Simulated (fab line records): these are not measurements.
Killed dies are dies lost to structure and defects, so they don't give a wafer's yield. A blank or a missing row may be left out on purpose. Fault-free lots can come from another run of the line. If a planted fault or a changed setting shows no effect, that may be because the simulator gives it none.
2 desks, one fault | flow sfq_line | every desk sees just its own numbers, and what lay behind them comes last

## METROLOGY DESK
Lot by lot, what the gauges showed, no matter which tool ran the lot: averages of those sampled wafers that carry a number. If a lot's mean is further than 4 standard deviations from the usual mean, the lot is out of limits and carries the mark OUT (the distance appears in the brackets).
Columns: A = I5_OVL at SFQ_I5_OVL_MEAS_936, usual -3 nm
lot  | first seen here | A
L402 | day 67 11:45    | -4
L403 | day 67 16:21    | -3
L405 | day 67 22:20    | -6
L407 | day 68 03:08    | 3
L408 | day 68 04:21    | 0
L409 | day 68 10:21    | -13
L410 | day 68 11:33    | -3
L411 | day 68 16:20    | -6
L414 | day 69 13:57    | -6
L421 | day 70 18:44    | -9
L422 | day 71 04:46    | 4
L423 | day 71 07:10    | 4
L424 | day 71 10:46    | -5
L425 | day 71 22:46    | -1
Finding of this desk: none of the 14 lots has anything out of limits.

## DESK OF THE TOOL OWNER: rie_diel-04
The tool's own readings at SFQ_TRILAYER_I6_VIA_BARC_OPEN_VIA_ETCH_235 (etches BARC in O2, target depth 125 nm, time 41.7 s): means of the sampled wafers that have a number, for each lot that ran on this tool. If a lot's mean is further than 4 standard deviations from the usual mean, the lot is out of limits and carries the mark OUT (the distance appears in the brackets).
Columns: A = drypump_motor_current_A at SFQ_TRILAYER_I6_VIA_BARC_OPEN_VIA_ETCH_235, usual 5.9 A; B = oes_product_au at SFQ_TRILAYER_I6_VIA_BARC_OPEN_VIA_ETCH_235, usual 0.685 a.u.; C = run_length_s at SFQ_TRILAYER_I6_VIA_BARC_OPEN_VIA_ETCH_235, usual 69.8 s
lot  | first seen here | A   | B               | C
L403 | day 78 08:11    | 5.8 | 0.685           | 69.7
L408 | day 81 23:02    | 5.8 | 0.684           | 69.8
L411 | day 82 12:14    | 6.2 | 0.680           | 69.7
L421 | day 84 17:02    | 5.7 | 0.896 (+53) OUT | 58.0 (-30) OUT
L422 | day 84 21:50    | 5.5 | 0.896 (+53) OUT | 57.6 (-30) OUT
Finding of this desk: L421, L422 out of limits; the first was L421 at day 84 17:02, on oes_product_au at SFQ_TRILAYER_I6_VIA_BARC_OPEN_VIA_ETCH_235. In limits: L403, L408, L411.

## TAKEN TOGETHER
An alarm could have come from the tool owner's desk at day 84 17:02, on L421, L422.
Metrology desk: nothing out of limits seen.
The metrology desk holds a record of L421, L422, inside its limits.
All the named lots went through SFQ_TRILAYER_I6_VIA_BARC_OPEN_VIA_ETCH_235 on rie_diel-04.

## WHAT WAS PUT IN BY THE SIMULATOR
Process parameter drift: rie_diel-04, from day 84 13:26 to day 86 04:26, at SFQ_TRILAYER_I6_VIA_BARC_OPEN_VIA_ETCH_235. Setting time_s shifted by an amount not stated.
Shown lots that were struck: L421, L422.
Delay in hours, fault start to first out-of-limits reading, by desk: the tool owner's desk at 4.
